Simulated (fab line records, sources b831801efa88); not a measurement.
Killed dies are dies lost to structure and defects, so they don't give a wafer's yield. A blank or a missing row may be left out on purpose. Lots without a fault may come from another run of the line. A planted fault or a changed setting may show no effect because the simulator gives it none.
One fault seen from 2 desks | flow sky130 | each desk has only its own numbers; what lay behind them comes last

THE TOOL OWNER'S DESK: litho_track-04
The tool's own readings at SKY_VIA4_DEVELOP_10 (develop time 60 s): means of the sampled wafers that have a number, for each lot that ran on this tool. A lot is out of limits, marked OUT, if its mean lies more than 4 standard deviations from the usual mean; the brackets give that distance.
Columns: A = developer_temp_C at SKY_VIA4_DEVELOP_10, usual 23.00 C
lot  | first seen here | A
L747 | day 45 14:26    | 23.14
L758 | day 48 04:34    | 25.26 (+21) OUT
L759 | day 48 08:48    | 25.33 (+21) OUT
This desk's finding: out of limits on L758, L759; first on L758, day 48 04:34 (developer_temp_C at SKY_VIA4_DEVELOP_10). In limits: L747.

THE METROLOGY DESK
What the gauges read, lot by lot, whatever tool the lot ran on: means of the sampled wafers that have a number. A lot is out of limits, marked OUT, if its mean lies more than 4 standard deviations from the usual mean; the brackets give that distance.
Columns: A = VIA4_HDPCVD_THK at SKY_VIA4_THK_MEAS_01, usual 1752 nm; B = VIA4_BOW at SKY_VIA4_BOW_MEAS_03, usual 81 um; C = VIA4_OVL at SKY_VIA4_OVL_MEAS_11, usual 0.7 nm
lot  | first seen here | A    | B  | C
L746 | day 44 13:51    | 1747 | 79 | 2.0
L747 | day 44 16:08    | 1751 | 92 | 1.6
L748 | day 44 22:29    | 1748 | 76 | 0.2
L758 | day 47 07:50    | 1736 | 84 | 0.1
L759 | day 47 12:46    | 1743 | 84 | -0.7
L760 | day 47 14:41    | 1780 | 82 | -0.4
This desk's finding: nothing out of limits on any of the 6 lots.

PUT TOGETHER
The tool owner's desk could have raised an alarm at day 48 04:34, on L758, L759.
The metrology desk saw nothing out of limits.
The metrology desk has L758, L759 on record, within its limits.
Of the lots named, all ran SKY_VIA4_DEVELOP_10 on litho_track-04.

WHAT THE SIMULATOR HAD PUT IN
Process parameter drift: litho_track-04, from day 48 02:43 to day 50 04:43, at SKY_VIA4_DEVELOP_10. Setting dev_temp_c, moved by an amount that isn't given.
Lots struck among those shown: L758, L759.
Hours from the fault's start to each desk's first reading out of limits: the tool owner's desk, 2.
